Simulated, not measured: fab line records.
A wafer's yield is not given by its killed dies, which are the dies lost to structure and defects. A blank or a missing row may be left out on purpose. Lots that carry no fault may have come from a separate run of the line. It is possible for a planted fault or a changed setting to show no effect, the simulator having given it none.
What tool caused it? -- flow sfq_line -- 42 wafers from 14 lots sampled at 3 of the route's 325 steps

## WHAT THE GAUGES READ, wafer by wafer
SFQ_I0_BOW_MEAS_907. Usual: I0_BOW gives 3 um (standard deviation 7.7).
lot,measured,on,I0_BOW (um),flag
L903,day 12 03:07,film_metro-03,5 3 4,
L904,day 12 14:32,film_metro-02,6 1 5,
L905,day 13 10:29,film_metro-03,1 11 -2,
L906,day 13 14:32,film_metro-04,11 16 10,
L907,day 13 16:32,film_metro-02,6 0 5,
L908,day 13 19:32,film_metro-02,-2 1 -6,
L909,day 14 11:04,film_metro-02,-2 11 1,
L911,day 15 06:08,film_metro-03,0 0 -7,
L913,day 15 20:31,film_metro-03,-2 1 2,
L914,day 16 11:49,film_metro-02,13 2 3,
L918,day 17 18:59,film_metro-03,-1 0 1 - - -,
L920,day 18 13:30,film_metro-04,-4 -12 -4 - - -,
L922,day 19 01:40,film_metro-03,2 3 12,
L924,day 20 02:50,film_metro-03,-5 5 -5,

## WHAT TOOL EACH LOT RAN ON (gives the tool, then ch and the chambers of the sampled wafers, and finally the start)
lot,SFQ_TRILAYER_I0_DEP_PECVD_027,SFQ_TRILAYER_I0_CMP_CMP_028
L903,"pecvd-03 ch 0,1,2, day 11 22:02","cmp-02 ch 0,1,3, day 12 01:03"
L904,"pecvd-03 ch 0,1,2, day 12 06:23","cmp-01 ch 0,2,3, day 12 12:02"
L905,"pecvd-04 ch 0,2, day 12 22:00","cmp-02 ch 1,2,3, day 13 07:29"
L906,"pecvd-03 ch 0,2, day 13 05:11","cmp-01 ch 0,1,3, day 13 12:02"
L907,"pecvd-01 ch 1,2, day 13 10:00","cmp-02 ch 2,3, day 13 13:29"
L908,"pecvd-04 ch 0,2, day 13 14:47","cmp-02 ch 1,2,3, day 13 17:29"
L909,"pecvd-04 ch 0,1, day 14 07:43","cmp-01 ch 0,1, day 14 08:04"
L911,"pecvd-03 ch 0,1, day 15 03:02","cmp-02 ch 1,3, day 15 03:07"
L913,"pecvd-04 ch 0,1,2, day 15 17:26","cmp-01 ch 1,2,3, day 15 18:01"
L914,"pecvd-01 ch 1,2, day 16 04:14","cmp-01 ch 1,2,3, day 16 09:47"
L918,"pecvd-04 ch 0,1,2, day 17 15:55","cmp-01 ch 0,2,3, day 17 15:59"
L920,"pecvd-04 ch 0,1,2, day 18 10:25","cmp-01 ch 0,1,3, day 18 10:30"
L922,"pecvd-01 ch 0,2, day 18 22:32","cmp-02 ch 2,3, day 18 22:37"
L924,"pecvd-01 ch 0,1, day 19 23:44","cmp-02 ch 0,1, day 19 23:49"
- SFQ_TRILAYER_I0_DEP_PECVD_027: deposits SiO2 from SiH4/N2O, time 111.11 s, target thk 500 nm.
- SFQ_TRILAYER_I0_CMP_CMP_028: polishes SiO2.

## AS READ BY THE TOOLS THEMSELVES (means over the sampled wafers that have a number; for cases with no such wafer, the mark the record gives instead)
SFQ_TRILAYER_I0_DEP_PECVD_027. Usual: heater_power_w 84 W, standard deviation 16; throttle_valve_pct 24.5 %, standard deviation 1.3.
lot,tool,heater_power_w (W),throttle_valve_pct (%),flag
L903,pecvd-03,88,23.1,
L904,pecvd-03,86,23.0,
L905,pecvd-04,91,24.8,
L906,pecvd-03,90,22.6,
L907,pecvd-01,91,25.5,
L908,pecvd-04,93,24.0,
L909,pecvd-04,82,25.3,
L911,pecvd-03,64,23.5,
L913,pecvd-04,86,24.9,
L914,pecvd-01,85,25.6,
L918,pecvd-04,89,25.0,
L920,pecvd-04,89,25.1,
L922,pecvd-01,78,25.7,
L924,pecvd-01,81,24.4,

SFQ_TRILAYER_I0_CMP_CMP_028. Usual: edge_zone_pressure_frac 1.000, standard deviation 0.0054; motor_current_A 9.8 A, standard deviation 0.93; time_to_endpoint_s 215 s, standard deviation 6.4.
lot,tool,edge_zone_pressure_frac,motor_current_A (A),time_to_endpoint_s (s),flag
L903,cmp-02,1.001,10.1,215,
L904,cmp-01,1.003,9.4,212,
L905,cmp-02,1.003,10.8,213,
L906,cmp-01,1.000,9.3,211,
L907,cmp-02,0.998,10.8,218,
L908,cmp-02,0.998,10.9,216,
L909,cmp-01,1.002,9.1,210,
L911,cmp-02,0.997,11.1,216,
L913,cmp-01,0.999,9.0,211,
L914,cmp-01,1.004,9.2,213,
L918,cmp-01,0.994,9.6,202,
L920,cmp-01,1.004,9.5,211,
L922,cmp-02,0.996,11.1,217,
L924,cmp-02,0.995,10.0,211,

## THE ANSWER, worked out from the rows above alone
Rule: a lot counts as off when the mean over its wafers that have a number is more than 3 standard deviations away from the usual mean. Also off: a lot with no number at a reading for which 4 or more lots have one. All remaining lots with rows at the step are treated as sound. After the gauges, taken in route order, come the tools' own readings; for these a lot's mean is taken, as printed above. At the first step where some lot is off, the reading lying furthest off is the one used; lots without a number count as furthest.
No lot is off on any of the readings shown, so nothing can be concluded from this.

## WHAT THE SIMULATOR HAD PUT IN
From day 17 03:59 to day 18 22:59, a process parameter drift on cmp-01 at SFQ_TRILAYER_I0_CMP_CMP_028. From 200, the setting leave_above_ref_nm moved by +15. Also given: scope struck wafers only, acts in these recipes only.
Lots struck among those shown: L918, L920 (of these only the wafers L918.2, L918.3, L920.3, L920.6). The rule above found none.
